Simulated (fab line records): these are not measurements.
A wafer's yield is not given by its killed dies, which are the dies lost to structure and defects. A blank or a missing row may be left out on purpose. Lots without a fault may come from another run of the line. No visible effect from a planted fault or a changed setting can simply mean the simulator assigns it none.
Which tool did it?	flow gf180mcu	13 lots, 38 wafers sampled, at 4 steps of a route of 602

== WHAT THE GAUGES SHOWED, per wafer ==
GF_HV_LDD_OVL_MEAS_08.
lot	measured	on	HV_LDD_OVL (nm)
L113	day 9 19:50	overlay-02	-2.4 -1.5 -1.6
L114	day 10 07:32	overlay-02	-3.0 -2.1 -0.6
L115	day 10 12:50	overlay-02	-0.3 -0.6 -2.8
L120	day 11 23:26	overlay-02	0.7 -2.0
L127	day 14 10:29	overlay-02	-1.1 -0.4 -0.9
L128	day 14 11:41	overlay-01	-1.6 -2.7 -1.9
L130	day 15 19:56	overlay-01	-1.5 -1.3 -3.9
L131	day 15 22:25	overlay-01	-2.1 -2.2 -1.2
L132	day 16 05:59	overlay-01	1.2 -0.1 -0.2
L133	day 16 06:07	overlay-02	-0.8 -0.4 -0.3
L134	day 16 06:47	overlay-02	-1.7 -0.5 -1.4
L135	day 17 00:11	overlay-02	0.3 -1.9 -0.4
L136	day 17 12:53	overlay-02	-0.1 -1.4 -1.6

GF_HV_LDD_RS_MEAS_53: measurement is done with a four-point probe.
lot	measured	on	HV_LDD_RS (ohm/sq)
L113	day 12 04:49	film-metro-03	418.7 418.6 418.6
L114	day 12 18:31	film-metro-04	419.9 419.5 420.2
L115	day 12 22:25	film-metro-04	417.9 417.7 418.1
L120	day 14 15:25	film-metro-04	426.3 419.1
L127	day 17 05:05	film-metro-03	418.3 418.7 418.7
L128	day 17 06:43	film-metro-01	418.9 419.3 418.8
L130	day 18 19:13	film-metro-04	419.9 419.1 419.7
L131	day 18 20:38	film-metro-01	416.1 417.8 417.5
L132	day 19 02:53	film-metro-03	419.3 418.3 418.3
L133	day 19 04:07	film-metro-01	421.5 418.9 420.3
L134	day 19 06:28	film-metro-03	419.2 420.4 419.4
L135	day 20 00:36	film-metro-04	418.9 419.0 419.3
L136	day 20 13:20	film-metro-03	418.3 416.8 417.0

== TOOL THAT RAN EACH LOT (tool first, then ch and the chambers of the sampled wafers, then the start) ==
lot	GF_HV_LDD_IMPLANT_09	GF_HV_LDD_STRIP_22
L113	implanter-03 ch 0, day 9 19:54	plasma-asher-02 ch 0,1, day 10 14:12
L114	implanter-03 ch 0, day 10 07:35	plasma-asher-02 ch 1, day 11 01:43
L115	implanter-03 ch 0, day 10 12:55	plasma-asher-02 ch 0,1, day 11 07:18
L120	implanter-03 ch 0, day 11 23:29	plasma-asher-01 ch 0, day 12 19:59
L127	implanter-04 ch 0, day 14 10:31	plasma-asher-03 ch 0,1, day 15 08:12
L128	implanter-02 ch 0, day 14 11:43	plasma-asher-01 ch 0,1, day 15 09:40
L130	implanter-04 ch 0, day 15 20:01	plasma-asher-03 ch 0,1, day 16 18:47
L131	implanter-03 ch 0, day 15 22:27	plasma-asher-03 ch 0,1, day 16 20:43
L132	implanter-03 ch 0, day 16 06:04	plasma-asher-01 ch 0,1, day 17 04:18
L133	implanter-04 ch 0, day 16 06:10	plasma-asher-02 ch 1, day 17 04:27
L134	implanter-04 ch 0, day 16 06:49	plasma-asher-03 ch 0,1, day 17 05:30
L135	implanter-03 ch 0, day 17 00:13	plasma-asher-03 ch 0,1, day 17 23:28
L136	implanter-03 ch 0, day 17 12:55	plasma-asher-03 ch 0,1, day 18 12:22
- GF_HV_LDD_IMPLANT_09
- GF_HV_LDD_STRIP_22: strips in O2/N2.

== WHAT THE TOOLS THEMSELVES READ (means of the sampled wafers that have a number; where no wafer has one, the mark that the record gives instead) ==
GF_HV_LDD_STRIP_22.
lot	tool	chamber-pressure-mTorr (mTorr)	drypump-motor-current-A (A)	heater-power-w (W)	o2-flow-sccm (sccm)	oes-product-au (a.u.)	strip-time-to-endpoint-s (s)
L113	plasma-asher-02	1499.4	6.2	358	2990	0.715	12.65
L114	plasma-asher-02	1499.7	5.5	298	2990	0.718	12.58
L115	plasma-asher-02	1499.9	5.8	328	2999	0.720	12.63
L120	plasma-asher-01	1500.4	6.4	294	2994	0.712	12.64
L127	plasma-asher-03	1499.0	6.1	350	2994	0.717	12.62
L128	plasma-asher-01	1500.5	6.3	309	2992	0.718	12.69
L130	plasma-asher-03	1499.1	5.8	348	2993	0.714	12.63
L131	plasma-asher-03	1500.3	5.9	357	3005	0.716	12.63
L132	plasma-asher-01	1499.8	6.3	311	2999	0.711	12.66
L133	plasma-asher-02	1501.4	5.5	299	3000	0.717	12.67
L134	plasma-asher-03	1500.8	5.9	355	2988	0.715	12.66
L135	plasma-asher-03	1500.1	6.1	354	3006	0.714	12.62
L136	plasma-asher-03	1498.2	6.1	354	3006	0.715	12.59

== THE ANSWER, worked out from the rows above alone ==
Rule: what is usual is taken from the lots themselves. Put in order of their means at a reading, lots are off if they are a third of the lots or fewer, leave a main group of 4 or more, and stand apart from it by a gap of 3 or more times the standard deviation of the main group's means; of several such gaps the widest counts. The tables above print the reading to a certain number of digits; a main group whose means all agree to those digits is not used. Also off: a lot with no number at a reading for which 4 or more lots have one. The other lots that the step has rows for count as sound. After the gauges, taken in route order, come the tools' own readings; for these a lot's mean is taken, as printed above. The first step at which some lot is off is used, and at that step the reading that is off furthest; a lot without a number counts as furthest.
No lot is off on any of the readings shown, so nothing can be concluded from this.

== WHAT HAD BEEN PUT IN BY THE SIMULATOR ==
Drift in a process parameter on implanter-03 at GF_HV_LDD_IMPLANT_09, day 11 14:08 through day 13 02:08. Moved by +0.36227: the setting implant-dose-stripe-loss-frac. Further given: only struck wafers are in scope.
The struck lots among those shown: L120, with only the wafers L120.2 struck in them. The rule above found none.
